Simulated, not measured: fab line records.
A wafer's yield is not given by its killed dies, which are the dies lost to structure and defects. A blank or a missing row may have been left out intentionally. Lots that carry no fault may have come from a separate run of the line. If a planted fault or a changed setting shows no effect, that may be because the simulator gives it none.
Chamber matching	flow sky130	SKY_VIA2_ETCH_14 on rie diel-01 has 4 sister chambers
The step etches BARC in N2/H2, stops on SiO2, time 45.9 s, target depth 60 nm. 8 wafers are shown with their chamber, then 12 later ones without.

== WAFERS, EACH WITH ITS CHAMBER ==
wafer	chamber	drypump motor current A (A)	oes product au (a.u.)
L078.1	2	6.1	0.846
L080.3	2	6.1	0.852
L083.4	0	6.6	0.863
L083.5	1	5.2	0.853
L083.6	3	5.8	0.861
L086.2	0	6.5	0.854
L086.5	3	5.8	0.854
L086.6	1	5.2	0.859

== WAFERS WITHOUT THEIR CHAMBER ==
wafer	drypump motor current A (A)	oes product au (a.u.)
L088.1	5.2	0.855
L088.3	5.8	0.854
L088.6	5.8	0.865
L095.1	6.5	0.854
L095.2	6.1	0.848
L095.5	6.5	0.855
L096.1	6.6	0.860
L096.2	5.2	0.852
L096.4	6.1	0.860
L097.3	5.8	0.854
L097.4	5.2	0.865
L097.5	6.5	0.856

== EACH ONE'S CHAMBER ==
wafer	from the rows above	in truth
L088.1	1	1
L088.3	3	3
L088.6	3	3
L095.1	0	0
L095.2	2	2
L095.5	0	0
L096.1	0	0
L096.2	1	1
L096.4	2	2
L097.3	3	3
L097.4	1	1
L097.5	0	0
12 of 12 placed correctly. Number that these rows cannot place: 0. 0 placed wrongly.
How it was worked out, from the rows above alone: a wafer's distance from a chamber is the root of the sum, over the readings, of the square of ((its reading less the chamber's mean) divided by the reading's scatter). If the next closest chamber is less than 2 further off than the closest, the wafer can't be placed; otherwise it belongs to the closest. Each chamber's mean is taken over the wafers shown for it. The scatter: take each reading less its chamber's mean, square it, sum over the shown wafers, divide by the number of wafers less the number of chambers, and take the root.
